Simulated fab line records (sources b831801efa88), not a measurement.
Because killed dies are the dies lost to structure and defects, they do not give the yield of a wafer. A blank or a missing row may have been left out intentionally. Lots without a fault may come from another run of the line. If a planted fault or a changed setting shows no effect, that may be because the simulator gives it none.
fab line records	flow sky130
record lots=10	wafers=30	lastDay=50
route steps=708 shown VIA2@522 CAPM@539 PAD_OPEN@708
lots with no fault: from the same line, run without faults
startH: start of the lot's first displayed wafer, in hours after the record's first day	waitH: time in hours since the lot's previous step	" as in the row above	L1.1+2: a single row standing in for several wafers	- either no value or no given start	* or withheld: withheld	< > ~ a bound
route shown NAME@n: names a module that has steps shown in the file, with the first one's number in the route	usual: the fault-free wafers' mean and standard deviation	same: alike in all rows	chamber/n: place in a boat	sites: per-site readings	_std_site: standard deviation of those values	_edge_site: outer sites' mean less inner sites'	radiusMm: for every site, how far away it sits from the centre of the wafer	mask NAME#n: copy n	behind: the last tool/chamber to shape the wafer	hold: why the lot went on hold/how many hours it stayed there/how the hold came to an end	device: names the non-switching transistor (n, p or np)	end of line: the tests these same wafers got at the end of their route	a step given without rows: its recipe and nothing more	killed: at the first sort, the dies lost to defects and structure; wafer yield is something else	map: dies across one wafer; x = killed, . = not, _ = none there
set.NAME: the setting that was run; set.NAME@STEP: the one run at that earlier step	model.NAME: the simulator's own value behind a step, which no gauge read
a sample of lots followed through the steps of the route, with each step as a table and each wafer as a row
services: the hour from which a tool's chamber was out of use, counted from the record's first day as startH (under 0 if before that day), plus the number of hours and why
## steps
# step SKY_VIA2_ETCH_15
# recipe target=SiO2	chemistry=C4F8/O2/Ar	targetDepthNm=546	stopOn=TiN	maskMaterial=KrF-thick	sourceW=1500	biasW=1200	pressureMtorr=40	c4f8FlowSccm=withheld	O2_flow_sccm=6	Ar_flow_sccm=300	timeS=84
# usual chamberPressureMTorr=40.01/0.036	oesProductAu=0.939/0.0046
lot.wafer	tool	chamber	startH	waitH	chamberPressureMTorr	oesProductAu	rfHoursCounterH
L637.3	rieDiel-02	3	871.06	0.0	40.07	0.941	23
L637.4	"	2	"	"	40.06	0.937	14
L637.6	"	1	"	"	40.08	0.945	-
L638.1	rieDiel-03	3	873.37	0.0	40.04	0.938	5
L638.3	"	2	"	"	40.00	0.935	8
L638.4	"	3	"	"	39.98	0.942	-
L640.4	rieDiel-04	1	873.72	0.0	39.97	0.934	24
L640.5	"	1	"	"	40.04	0.933	-
L640.6	"	0	"	"	39.92	0.941	-
L642.1	rieDiel-03	2	918.92	0.0	39.99	0.942	9
L642.2	"	3	"	"	40.01	0.938	6
L642.3	"	1	"	"	39.96	0.945	7
L643.1	rieDiel-04	0	920.17	0.0	40.02	0.939	10
L643.2	"	3	"	"	39.99	0.948	17
L643.4	"	1	"	"	40.07	0.942	26
L647.2	rieDiel-04	0	928.22	0.0	40.03	0.932	10
L647.4	"	2	"	"	40.01	0.941	7
L647.5	"	3	"	"	40.05	0.941	-
L656.1	rieDiel-02	1	991.87	0.0	39.98	0.942	17
L656.2	"	3	"	"	39.99	0.931	27
L656.6	"	0	"	"	40.03	0.932	-
L657.4	rieDiel-04	1	994.27	0.0	39.98	0.945	28
L657.5	"	3	"	"	39.96	0.940	-
L657.6	"	2	"	"	39.93	0.937	-
L659.1	rieDiel-04	1	1006.62	0.0	40.00	0.944	28
L659.3	"	3	"	"	40.02	0.944	20
L659.6	"	1	"	"	39.98	0.945	-
L660.2	rieDiel-03	3	1013.21	0.0	40.03	0.937	9
L660.4	"	0	"	"	39.99	0.944	2
L660.6	"	2	"	"	40.00	0.940	-
# step SKY_VIA2_CVD_21
# recipe material=W	targetThkNm=420	timeS=126.4	tempC=400	pressureTorr=40
# usual heaterPowerW=832/33
lot.wafer	tool	chamber	startH	waitH	heaterPowerW
L637.3	cvdW-02	1	871.86	0.1	891
L637.4	"	0	"	"	900
L637.6	"	1	"	"	889
L638.1	cvdW-02	1	874.08	0.0	889
L638.3	"	0	"	"	915
L638.4	"	1	"	"	911
L640.4	cvdW-01	0	874.52	0.1	780
L640.5	"	1	"	"	832
L640.6	"	0	"	"	762
L642.1	cvdW-02	1	919.65	0.0	829
L642.2	"	0	"	"	825
L642.3	"	0	"	"	823
L643.1	cvdW-02	1	920.89	0.0	854
L643.2	"	0	"	"	808
L643.4	"	1	"	"	834
L647.2	cvdW-01	1	928.93	0.0	821
L647.4	"	0	"	"	798
L647.5	"	0	"	"	761
L656.1	cvdW-01	1	993.02	0.0	832
L656.2	"	0	"	"	796
L656.6	"	1	"	"	811
L657.4	cvdW-02	1	995.52	0.1	863
L657.5	"	1	"	"	866
L657.6	"	0	"	"	839
L659.1	cvdW-01	1	1007.37	0.0	806
L659.3	"	1	"	"	826
L659.6	"	0	"	"	791
L660.2	cvdW-01	0	1013.93	0.0	785
L660.4	"	0	"	"	787
L660.6	"	1	"	"	844
# step SKY_VIA2_CMP_24
# recipe stopOn=SiO2	tOverpolishS=20	downForcePsi=3.5	platenRpm=60	targetThkNm=0	padVelocityMS=0.94248
# usual motorCurrentA=11.0/1.3	overpolishRunS=20.001/0.0095	slurryFilterDpKPa=13.50/0.15	timeToEndpointS=101/4
lot.wafer	tool	chamber	startH	waitH	motorCurrentA	overpolishRunS	slurryFilterDpKPa	timeToEndpointS
L637.3	cmp-01	3	872.18	0.1	13.8	19.996	13.24	103
L637.4	"	0	"	"	10.2	20.006	13.79	99
L637.6	"	3	"	"	13.1	20.002	13.45	98
L638.1	cmp-02	2	874.39	0.1	10.4	19.995	13.71	98
L638.3	"	3	"	"	10.0	20.002	13.51	99
L638.4	"	0	"	"	10.1	19.990	13.42	103
L640.4	cmp-01	1	874.88	0.1	11.6	20.018	13.52	101
L640.6	"	3	"	"	14.1	20.016	13.59	102
L640.5	"	0	"	"	10.6	19.990	13.29	103
L642.2	cmp-01	1	920.02	0.1	11.2	20.001	13.42	95
L642.3	"	3	"	"	13.5	20.011	13.70	102
L642.1	"	0	"	"	10.2	19.996	13.46	100
L643.1	cmp-01	1	921.25	0.1	10.8	19.997	13.54	99
L643.4	"	2	"	"	11.8	20.001	13.54	97
L643.2	"	3	"	"	14.1	20.004	13.53	103
L647.4	cmp-01	3	929.30	0.1	12.9	19.999	13.49	103
L647.2	"	0	"	"	10.8	20.007	13.36	104
L647.5	"	2	"	"	11.8	19.997	13.34	100
L656.1	cmp-02	0	993.38	0.1	10.3	20.002	13.39	104
L656.2	"	2	"	"	10.4	20.000	13.81	103
L656.6	"	3	"	"	10.1	19.986	13.32	98
L657.4	cmp-02	2	996.04	0.3	10.2	20.014	13.72	105
L657.6	"	0	"	"	10.5	19.997	13.49	109
L657.5	"	1	"	"	9.5	19.993	13.51	109
L659.3	cmp-01	3	1007.73	0.1	13.1	20.013	13.27	106
L659.1	"	1	"	"	11.5	19.998	13.54	104
L659.6	"	2	"	"	12.5	19.983	13.44	94
L660.2	cmp-01	3	1014.29	0.1	13.3	20.025	13.72	103
L660.4	"	0	"	"	10.6	20.002	13.59	102
L660.6	"	3	"	"	13.8	20.009	13.58	103
# step SKY_CAPM_SPUTTER_02
# recipe material=TiN	targetThkNm=200	tempC=300	powerW=6500	timeS=166.7	chamberPressurePa=0.4
# usual cathodeDcPowerW=6500.2/1.2	throttleValvePct=30.0/0.96
lot.wafer	tool	chamber	startH	waitH	cathodeDcPowerW	throttleValvePct
L637.3	pvdSputter-02	-	872.66	0.0	6500.8	29.3
L637.4	"	-	"	"	6500.0	31.3
L637.6	"	-	"	"	6499.2	28.7
L638.1	pvdSputter-02	-	874.93	0.1	6502.1	30.0
L638.3	"	-	"	"	6500.6	28.7
L638.4	"	-	"	"	6501.1	29.4
L640.4	pvdSputter-04	-	875.32	0.0	6501.5	29.0
L640.5	"	-	"	"	6500.6	31.1
L640.6	"	-	"	"	6499.4	31.2
L642.1	pvdSputter-02	-	920.65	0.1	6499.9	29.5
L642.2	"	-	"	"	6499.7	31.3
L642.3	"	-	"	"	6499.1	28.5
L643.1	pvdSputter-04	-	922.95	0.1	6498.4	28.6
L643.2	"	-	"	"	6500.3	30.9
L643.4	"	-	"	"	6498.7	30.0
L647.2	pvdSputter-03	-	929.78	0.0	6498.6	30.6
L647.4	"	-	"	"	6501.3	30.6
L647.5	"	-	"	"	6499.3	29.6
L656.1	pvdSputter-02	-	993.86	0.1	6500.8	29.9
L656.2	"	-	"	"	6502.2	31.0
L656.6	"	-	"	"	6500.4	28.9
L657.4	pvdSputter-02	-	996.47	0.0	6500.3	30.0
L657.5	"	-	"	"	6499.4	31.1
L657.6	"	-	"	"	6501.3	28.8
L659.1	pvdSputter-03	-	1008.22	0.1	6499.8	30.6
L659.3	"	-	"	"	6503.3	29.8
L659.6	"	-	"	"	6501.2	30.7
L660.2	pvdSputter-04	-	1014.79	0.0	6503.4	30.4
L660.4	"	-	"	"	6499.2	31.5
L660.6	"	-	"	"	6501.6	30.9
# step SKY_CAPM_RS_MEAS_03
# recipe thkMeasGauge=four-point-probe	reads=TiN_of_CAPM_SPUTTER_02
# usual CAPM_TIN_RS=6.91/0.11
lot.wafer	tool	chamber	startH	waitH	hold	CAPM_TIN_RS[ohm/sq]
L637.3	filmMetro-01	-	872.81	0.1	-	6.91
L637.4	"	-	"	"	-	6.97
L637.6	"	-	"	"	-	6.92
L638.1	filmMetro-03	-	875.04	0.1	-	6.77
L638.3	"	-	"	"	-	6.94
L638.4	"	-	"	"	-	6.92
L640.4	filmMetro-04	-	875.49	0.1	-	6.88
L640.5	"	-	"	"	-	6.71
L640.6	"	-	"	"	-	6.76
L642.1	filmMetro-01	-	920.76	0.1	-	6.88
L642.2	"	-	"	"	-	7.03
L642.3	"	-	"	"	-	6.96
L643.1	filmMetro-03	-	923.06	0.1	-	6.95
L643.2	"	-	"	"	-	6.80
L643.4	"	-	"	"	-	7.03
L647.2	filmMetro-01	-	929.91	0.1	-	6.93
L647.4	"	-	"	"	-	6.81
L647.5	"	-	"	"	-	6.84
L656.1	filmMetro-03	-	993.97	0.1	awaitDispo/0.2h/release	6.24
L656.2	"	-	"	"	awaitDispo/0.2h/release	6.55
L656.6	"	-	"	"	awaitDispo/0.2h/release	6.43
L656.1	filmMetro-03	-	994.26	0.3	-	6.24
L656.2	"	-	"	"	-	6.55
L656.6	"	-	"	"	-	6.41
L657.4	filmMetro-01	-	996.64	0.1	awaitDispo/0.2h/release	6.20
L657.5	"	-	"	"	awaitDispo/0.2h/release	6.48
L657.6	"	-	"	"	awaitDispo/0.2h/release	6.37
L657.4	filmMetro-01	-	996.93	0.3	-	6.19
L657.5	"	-	"	"	-	6.50
L657.6	"	-	"	"	-	6.38
L659.1	filmMetro-01	-	1008.33	0.1	-	6.88
L659.3	"	-	"	"	-	6.92
L659.6	"	-	"	"	-	6.90
L660.2	filmMetro-04	-	1014.92	0.1	-	6.99
L660.4	"	-	"	"	-	6.91
L660.6	"	-	"	"	-	6.87
# step SKY_CAPM_THK_MEAS_04
# recipe thkMeasGauge=xrf	reads=TiN_of_CAPM_SPUTTER_02
# usual CAPM_TIN_THK=202/3.3
lot.wafer	tool	chamber	startH	waitH	hold	CAPM_TIN_THK[nm]
L637.3	filmMetro-01	-	872.91	0.1	-	202
L637.4	"	-	"	"	-	200
L637.6	"	-	"	"	-	201
L638.1	filmMetro-03	-	875.16	0.1	-	207
L638.3	"	-	"	"	-	202
L638.4	"	-	"	"	-	203
L640.4	filmMetro-04	-	875.58	0.1	-	203
L640.5	"	-	"	"	-	209
L640.6	"	-	"	"	-	207
L642.1	filmMetro-01	-	920.88	0.1	-	201
L642.2	"	-	"	"	-	197
L642.3	"	-	"	"	-	200
L643.1	filmMetro-03	-	923.18	0.1	-	201
L643.2	"	-	"	"	-	207
L643.4	"	-	"	"	-	200
L647.2	filmMetro-01	-	930.02	0.1	-	200
L647.4	"	-	"	"	-	204
L647.5	"	-	"	"	-	203
L656.1	filmMetro-03	-	997.05	2.8	awaitDispo/0.2h/release	224
L656.2	"	-	"	"	awaitDispo/0.2h/release	215
L656.6	"	-	"	"	awaitDispo/0.2h/release	219
L656.1	filmMetro-03	-	997.30	0.2	-	224
L656.2	"	-	"	"	-	214
L656.6	"	-	"	"	-	219
L657.4	filmMetro-01	-	998.79	1.8	awaitDispo/0.2h/release	225
L657.5	"	-	"	"	awaitDispo/0.2h/release	215
L657.6	"	-	"	"	awaitDispo/0.2h/release	219
L657.4	filmMetro-01	-	999.01	0.2	-	225
L657.5	"	-	"	"	-	215
L657.6	"	-	"	"	-	220
L659.1	filmMetro-01	-	1008.45	0.1	-	202
L659.3	"	-	"	"	-	200
L659.6	"	-	"	"	-	202
L660.2	filmMetro-04	-	1015.03	0.1	-	200
L660.4	"	-	"	"	-	202
L660.6	"	-	"	"	-	203
# step SKY_CAPM_METAL_ETCH_13
# recipe targetDepthNm=220	stopOn=SiO2	chemistry=Cl2/BCl3	target=TiN	pressureMtorr=10	icpW=900	biasW=48.5	Cl2_flow_sccm=60	bcl3FlowSccm=30	timeS=62.9
# usual chamberPressureMTorr=9.999/0.009	drypumpMotorCurrentA=5.8/0.52	mfcCl2Sccm=59.98/0.19	oesProductAu=0.941/0.01	throttleValvePct=21.901/0.011
lot.wafer	tool	chamber	startH	waitH	chamberPressureMTorr	drypumpMotorCurrentA	mfcCl2Sccm	oesProductAu	rfHoursCounterH	throttleValvePct
L637.3	rieMetal-04	0	898.88	0.0	10.012	5.9	60.13	0.945	-	21.908
L637.4	"	1	"	"	9.993	6.1	59.85	0.933	-	21.898
L637.6	"	0	"	"	10.004	5.8	60.14	0.943	-	21.910
L638.1	rieMetal-03	1	900.55	0.0	9.989	6.2	59.78	0.958	11	21.891
L638.3	"	1	"	"	9.992	6.2	59.94	0.935	-	21.894
L638.4	"	0	"	"	10.014	4.7	59.95	0.943	-	21.891
L640.4	rieMetal-04	1	901.12	0.0	9.990	6.1	60.20	0.942	-	21.913
L640.5	"	1	"	"	10.001	6.1	60.34	0.951	-	21.881
L640.6	"	0	"	"	9.991	5.8	59.69	0.950	-	21.902
L642.1	rieMetal-02	0	944.59	0.0	10.019	6.4	59.84	0.941	3	21.889
L642.2	"	1	"	"	9.989	5.8	59.99	0.933	16	21.889
L642.3	"	0	"	"	10.002	6.4	60.00	0.932	-	21.909
L643.1	rieMetal-02	0	947.16	0.0	10.005	6.4	60.17	0.936	3	21.898
L643.2	"	1	"	"	10.008	5.8	59.94	0.951	16	21.879
L643.4	"	0	"	"	9.988	6.4	59.95	0.932	-	21.899
L647.2	rieMetal-04	0	953.60	0.0	10.004	5.8	59.78	0.928	6	21.902
L647.4	"	1	"	"	9.997	6.1	59.83	0.947	-	21.897
L647.5	"	1	"	"	9.991	6.1	59.91	0.942	-	21.894
L656.1	rieMetal-04	0	1016.31	0.0	9.995	5.8	59.76	0.997	9	21.855
L656.2	"	1	"	"	9.995	6.1	59.91	0.968	18	21.869
L656.6	"	1	"	"	9.985	6.1	59.83	0.983	-	21.878
L657.4	rieMetal-04	1	1019.03	0.0	10.004	6.1	59.90	1.002	-	21.859
L657.5	"	0	"	"	10.001	5.8	59.71	0.972	-	21.874
L657.6	"	1	"	"	10.015	6.1	60.08	0.985	-	21.868
L659.1	rieMetal-02	0	1029.89	0.0	9.984	6.4	59.85	0.949	9	21.907
L659.3	"	1	"	"	9.992	5.7	59.71	0.942	-	21.900
L659.6	"	1	"	"	9.997	5.7	59.87	0.943	-	21.909
L660.2	rieMetal-02	1	1036.74	0.0	9.987	5.8	60.05	0.931	20	21.918
L660.4	"	1	"	"	9.995	5.8	60.22	0.944	-	21.905
L660.6	"	0	"	"	9.996	6.4	59.93	0.940	-	21.900
# step SKY_PAD_OPEN_PROBE_99
# usual defectLimitedYield=83.0/1.8	killed_at_M0_to_M3=43/7.5	killed_at_M4_up=3.0/1.6	killedAtContacts=23/5.8	killedAtFrontEnd=14/4.8	killedAtOther=0.3/0.52	killedDies=84/9.1	killedOnRim=16/3.4	killedOpen=47/7.2	killedShort=37/5.8
# same grossDies=492	killedAtBackSide=0
lot.wafer	tool	chamber	startH	waitH	defectLimitedYield[%]	killed_at_M0_to_M3	killed_at_M4_up	killedAtContacts	killedAtFrontEnd	killedAtOther	killedDies	killedOnRim	killedOpen	killedShort
L637.3	prober-02	-	1095.65	0.2	84.6	45	3	16	12	0	76	15	44	32
L637.4	prober-02	-	1095.70	0.2	81.3	42	2	36	12	0	92	14	50	42
L637.6	prober-02	-	1095.80	0.2	83.9	34	3	26	16	0	79	16	43	33
L638.1	prober-01	-	1096.01	0.1	84.3	38	4	26	7	2	77	19	46	31
L638.3	prober-01	-	1096.11	0.2	82.7	47	3	23	12	0	85	17	45	40
L638.4	prober-01	-	1096.16	0.2	84.8	39	1	22	13	0	75	15	46	29
L640.4	prober-02	-	1097.12	0.2	82.3	53	5	18	11	0	87	19	48	39
L640.5	prober-02	-	1097.17	0.2	81.7	48	3	27	12	0	90	20	57	33
L640.6	prober-02	-	1097.22	0.2	80.7	58	4	21	12	0	95	17	52	43
L642.1	prober-01	-	1135.97	0.1	84.6	35	6	19	16	0	76	20	53	23
L642.2	prober-01	-	1136.02	0.1	85.4	41	2	18	11	0	72	10	42	30
L642.3	prober-01	-	1136.07	0.2	82.5	39	4	27	16	0	86	13	52	34
L643.1	prober-01	-	1137.47	0.1	83.7	34	4	23	18	1	80	11	41	39
L643.2	prober-01	-	1137.52	0.1	85.4	27	4	22	19	0	72	18	42	30
L643.4	prober-01	-	1137.62	0.2	80.7	47	3	16	29	0	95	18	51	44
L647.2	prober-01	-	1140.14	0.1	82.1	36	5	25	21	1	88	16	52	36
L647.4	prober-01	-	1140.24	0.2	80.3	45	3	29	19	1	97	14	56	41
L647.5	prober-01	-	1140.29	0.2	80.9	29	5	30	29	1	94	19	58	36
L656.1	prober-01	-	1183.98	0.1	83.9	50	2	19	7	1	79	13	51	28
L656.2	prober-01	-	1184.03	0.1	83.3	50	4	18	10	0	82	22	40	42
L656.6	prober-01	-	1184.23	0.2	83.9	45	0	21	12	1	79	15	46	33
L657.4	prober-02	-	1185.63	0.2	81.1	41	4	28	17	3	93	17	49	41
L657.5	prober-02	-	1185.68	0.2	84.6	33	4	29	10	0	76	16	40	36
L657.6	prober-02	-	1185.73	0.2	82.9	47	1	22	14	0	84	17	48	36
L659.1	prober-02	-	1198.13	0.1	83.5	55	1	16	8	1	81	21	47	34
L659.3	prober-02	-	1198.23	0.2	83.1	49	4	15	15	0	83	20	50	33
L659.6	prober-02	-	1198.38	0.2	79.3	52	3	29	18	0	102	18	58	44
L660.2	prober-01	-	1199.54	0.1	79.1	51	1	33	18	0	103	23	57	46
L660.4	prober-01	-	1199.64	0.2	82.3	48	0	23	15	1	87	18	50	37
L660.6	prober-01	-	1199.74	0.2	79.1	39	4	33	27	0	103	20	67	36
# killed by level:class
L637.3 VIA1:geometricParticle:open=12 METAL2:geometricParticle:short=8 CONTACT:geometricParticle:open=7 LI_CONTACT:geometricParticle:open=6 VIA1:geometricParticle:short=5 VIA2:geometricParticle:open=5 VIA3:geometricParticle:open=4 POLY_GATE:geometricParticle:open=3
L637.4 CONTACT:geometricParticle:open=13 VIA3:geometricParticle:short=10 VIA1:geometricParticle:open=9 LI_CONTACT:geometricParticle:open=8 CONTACT:geometricParticle:short=6 LOCAL_INTERCONNECT:geometricParticle:short=5 VIA3:geometricParticle:open=5 METAL1:geometricParticle:short=4
L637.6 LI_CONTACT:geometricParticle:open=9 CONTACT:geometricParticle:open=9 VIA1:geometricParticle:open=9 VIA2:geometricParticle:open=7 LOCAL_INTERCONNECT:geometricParticle:short=5 FIELD_ISO:geometricParticle:short=4 VIA1:geometricParticle:short=4 FIELD_ISO:geometricParticle:open=3
L638.1 CONTACT:geometricParticle:open=13 VIA3:geometricParticle:open=9 VIA1:geometricParticle:open=8 CONTACT:geometricParticle:short=5 VIA3:geometricParticle:short=5 LI_CONTACT:geometricParticle:open=4 LI_CONTACT:geometricParticle:short=3 METAL2:geometricParticle:short=3
L638.3 VIA3:geometricParticle:open=10 CONTACT:geometricParticle:open=8 METAL1:geometricParticle:short=7 LI_CONTACT:geometricParticle:open=6 VIA1:geometricParticle:open=6 VIA2:geometricParticle:open=6 VIA1:geometricParticle:short=5 CONTACT:geometricParticle:short=4
L638.4 LI_CONTACT:geometricParticle:open=10 CONTACT:geometricParticle:open=9 VIA1:geometricParticle:short=7 VIA1:geometricParticle:open=6 VIA3:geometricParticle:open=5 VIA2:geometricParticle:open=5 POLY_CUT:geometricParticle:open=4 METAL2:geometricParticle:short=4
L640.4 VIA1:geometricParticle:open=13 METAL1:geometricParticle:short=9 VIA2:geometricParticle:open=8 VIA3:geometricParticle:open=8 CONTACT:geometricParticle:open=8 METAL2:geometricParticle:short=5 VIA1:geometricParticle:short=4 METAL4:geometricParticle:short=4
L640.5 CONTACT:geometricParticle:open=13 VIA2:geometricParticle:open=11 VIA3:geometricParticle:open=8 VIA1:geometricParticle:open=8 LI_CONTACT:geometricParticle:open=7 METAL2:geometricParticle:short=5 METAL1:geometricParticle:short=4 METAL3:geometricParticle:short=4
L640.6 VIA1:geometricParticle:open=14 VIA3:geometricParticle:open=9 VIA1:geometricParticle:short=8 FIELD_ISO:geometricParticle:open=6 CONTACT:geometricParticle:open=6 VIA2:geometricParticle:short=6 VIA2:geometricParticle:open=6 LI_CONTACT:geometricParticle:open=5
L642.1 VIA1:geometricParticle:open=13 CONTACT:geometricParticle:open=9 VIA3:geometricParticle:open=8 POLY_GATE:geometricParticle:open=6 LI_CONTACT:geometricParticle:open=5 FIELD_ISO:geometricParticle:open=4 METAL4:geometricParticle:short=4 METAL2:geometricParticle:short=4
L642.2 VIA1:geometricParticle:open=12 CONTACT:geometricParticle:open=8 LI_CONTACT:geometricParticle:open=4 LOCAL_INTERCONNECT:geometricParticle:short=4 METAL1:geometricParticle:short=4 METAL1:geometricParticle:open=4 VIA1:geometricParticle:short=4 VIA2:geometricParticle:open=4
L642.3 CONTACT:geometricParticle:open=10 VIA1:geometricParticle:open=9 LI_CONTACT:geometricParticle:open=7 VIA3:geometricParticle:open=7 CONTACT:geometricParticle:short=4 POLY_GATE:geometricParticle:open=4 LOCAL_INTERCONNECT:geometricParticle:short=4 VIA1:geometricParticle:short=4
L643.1 CONTACT:geometricParticle:open=11 VIA3:geometricParticle:open=7 CONTACT:geometricParticle:short=6 VIA1:geometricParticle:open=5 FIELD_ISO:geometricParticle:short=4 POLY_GATE:geometricParticle:open=4 METAL2:geometricParticle:short=4 VIA2:geometricParticle:open=4
L643.2 POLY_GATE:geometricParticle:short=10 CONTACT:geometricParticle:open=10 LI_CONTACT:geometricParticle:open=7 VIA1:geometricParticle:open=7 VIA3:geometricParticle:open=4 METAL2:geometricParticle:short=4 FIELD_ISO:geometricParticle:short=3 FIELD_ISO:geometricParticle:open=2
L643.4 VIA1:geometricParticle:open=15 VIA1:geometricParticle:short=8 METAL1:geometricParticle:short=8 FIELD_ISO:geometricParticle:open=7 VIA3:geometricParticle:open=7 FIELD_ISO:geometricParticle:short=6 POLY_GATE:geometricParticle:short=6 CONTACT:geometricParticle:open=6
L647.2 LI_CONTACT:geometricParticle:open=11 VIA2:geometricParticle:open=8 VIA1:geometricParticle:open=6 VIA3:geometricParticle:open=6 FIELD_ISO:geometricParticle:open=5 POLY_GATE:geometricParticle:open=5 METAL1:geometricParticle:short=5 FIELD_ISO:geometricParticle:short=4
L647.4 CONTACT:geometricParticle:open=11 LI_CONTACT:geometricParticle:open=9 METAL2:geometricParticle:short=9 VIA2:geometricParticle:open=9 FIELD_ISO:geometricParticle:open=8 METAL1:geometricParticle:short=8 VIA1:geometricParticle:open=6 POLY_GATE:geometricParticle:short=3
L647.5 LI_CONTACT:geometricParticle:open=11 POLY_GATE:geometricParticle:open=8 VIA1:geometricParticle:open=8 CONTACT:geometricParticle:open=7 FIELD_ISO:geometricParticle:open=6 CONTACT:geometricParticle:short=6 VIA3:geometricParticle:open=5 POLY_GATE:geometricParticle:short=4
L656.1 VIA1:geometricParticle:open=15 VIA3:geometricParticle:open=9 CONTACT:geometricParticle:open=8 VIA2:geometricParticle:open=7 VIA1:geometricParticle:short=7 LI_CONTACT:geometricParticle:open=6 FIELD_ISO:geometricParticle:open=3 LI_CONTACT:geometricParticle:short=3
L656.2 VIA1:geometricParticle:open=16 METAL1:geometricParticle:short=6 LI_CONTACT:geometricParticle:open=5 VIA3:geometricParticle:open=5 FIELD_ISO:geometricParticle:short=4 VIA2:geometricParticle:short=4 LI_CONTACT:geometricParticle:short=4 VIA1:geometricParticle:short=4
L656.6 VIA1:geometricParticle:open=13 VIA2:geometricParticle:open=7 LI_CONTACT:geometricParticle:open=6 VIA1:geometricParticle:short=6 CONTACT:geometricParticle:open=5 METAL2:geometricParticle:short=5 FIELD_ISO:geometricParticle:short=4 POLY_GATE:geometricParticle:open=4
L657.4 VIA1:geometricParticle:open=11 LI_CONTACT:geometricParticle:open=9 CONTACT:geometricParticle:open=7 METAL1:geometricParticle:short=7 VIA1:geometricParticle:short=7 POLY_GATE:geometricParticle:short=6 FIELD_ISO:geometricParticle:short=5 LOCAL_INTERCONNECT:geometricParticle:short=5
L657.5 CONTACT:geometricParticle:open=11 VIA1:geometricParticle:open=8 METAL1:geometricParticle:short=8 LI_CONTACT:geometricParticle:open=7 CONTACT:geometricParticle:short=6 FIELD_ISO:geometricParticle:short=5 VIA2:geometricParticle:open=5 VIA3:geometricParticle:short=4
L657.6 VIA1:geometricParticle:open=10 CONTACT:geometricParticle:open=8 VIA2:geometricParticle:open=8 CONTACT:geometricParticle:short=6 METAL2:geometricParticle:short=6 LI_CONTACT:geometricParticle:open=5 VIA3:geometricParticle:short=5 VIA3:geometricParticle:open=4
L659.1 VIA1:geometricParticle:open=15 VIA3:geometricParticle:open=8 METAL1:geometricParticle:short=8 METAL2:geometricParticle:short=7 LI_CONTACT:geometricParticle:open=6 CONTACT:geometricParticle:open=6 METAL2:geometricParticle:open=4 METAL3:geometricParticle:short=4
L659.3 VIA1:geometricParticle:open=14 VIA2:geometricParticle:open=11 POLY_GATE:geometricParticle:open=5 VIA3:geometricParticle:open=5 LI_CONTACT:geometricParticle:short=5 METAL1:geometricParticle:short=4 FIELD_ISO:geometricParticle:open=3 LI_CONTACT:geometricParticle:open=3
L659.6 VIA1:geometricParticle:open=15 LI_CONTACT:geometricParticle:open=9 CONTACT:geometricParticle:open=9 VIA3:geometricParticle:open=9 METAL2:geometricParticle:short=7 VIA2:geometricParticle:short=6 FIELD_ISO:geometricParticle:short=5 POLY_GATE:geometricParticle:short=5
L660.2 CONTACT:geometricParticle:open=17 VIA1:geometricParticle:open=13 VIA1:geometricParticle:short=8 LI_CONTACT:geometricParticle:open=7 METAL2:geometricParticle:short=7 FIELD_ISO:geometricParticle:short=6 CONTACT:geometricParticle:short=6 VIA2:geometricParticle:open=6
L660.4 VIA1:geometricParticle:open=10 CONTACT:geometricParticle:open=9 VIA3:geometricParticle:open=8 FIELD_ISO:geometricParticle:open=6 METAL1:geometricParticle:short=6 CONTACT:geometricParticle:short=6 METAL2:geometricParticle:short=6 LI_CONTACT:geometricParticle:open=5
L660.6 VIA1:geometricParticle:open=14 CONTACT:geometricParticle:open=13 FIELD_ISO:geometricParticle:open=9 LI_CONTACT:geometricParticle:open=9 CONTACT:geometricParticle:short=7 POLY_GATE:geometricParticle:short=5 POLY_GATE:geometricParticle:open=5 METAL2:geometricParticle:short=5
## services
tool	chamber	startH	hours	kind
rieDiel-04	3	854.56	3.4	repair
cmp-01	-	861.25	1.0	repair
cvdW-02	-	861.93	1.2	repair
cvdW-02	-	863.53	2.8	pm
rieDiel-03	0	871.78	10.1	repair
cvdW-01	0	875.69	8.6	repair
cmp-02	-	876.22	1.1	repair
rieDiel-04	2	885.84	4.6	repair
cmp-02	-	891.66	0.4	repair
cvdW-02	-	904.00	14.0	pm
rieDiel-04	-	907.71	2.2	repair
cmp-02	-	912.00	4.0	pm
cmp-01	-	916.01	4.0	repair
rieDiel-03	2	937.70	2.7	repair
cmp-01	-	944.04	0.8	repair
cmp-01	-	955.71	8.4	repair
cvdW-01	-	960.25	28.1	pm
cvdW-02	0	966.97	1.2	repair
rieMetal-02	1	978.43	20.2	repair
rieDiel-03	1	982.91	5.8	repair
cmp-01	-	989.71	15.9	pm
cmp-01	-	1010.11	1.3	repair
cvdW-02	-	1010.12	6.0	pm
pvdSputter-02	-	1025.60	4.2	repair
## key
firstSign step=SKY_CAPM_RS_MEAS_03	reading=visit	direction=added
effect step=SKY_CAPM_RS_MEAS_03	reading=CAPM_TIN_RS	direction=down	sigmas=4.7	usual=6.91	struck=6.38
effect step=SKY_CAPM_THK_MEAS_04	reading=visit	direction=added
effect step=SKY_CAPM_THK_MEAS_04	reading=CAPM_TIN_THK	direction=up	sigmas=5.2	usual=202	struck=219
effect step=SKY_CAPM_METAL_ETCH_13	reading=oesProductAu	direction=up	sigmas=4.2	usual=0.941	struck=0.984
metAt SKY_CAPM_SPUTTER_02
struckLots L656,L657
notActingAt SKY_VIA2_ETCH_15,SKY_VIA2_CVD_21,SKY_VIA2_CMP_24
onsetBetween 920.65 993.86
fault kind=processParameterDrift	tool=pvdSputter-02	chamber=-	onsetH=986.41	steps=SKY_CAPM_SPUTTER_02	channel=timeS	offset=*	shape=step	endH=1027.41	actsIn=*	stated=*
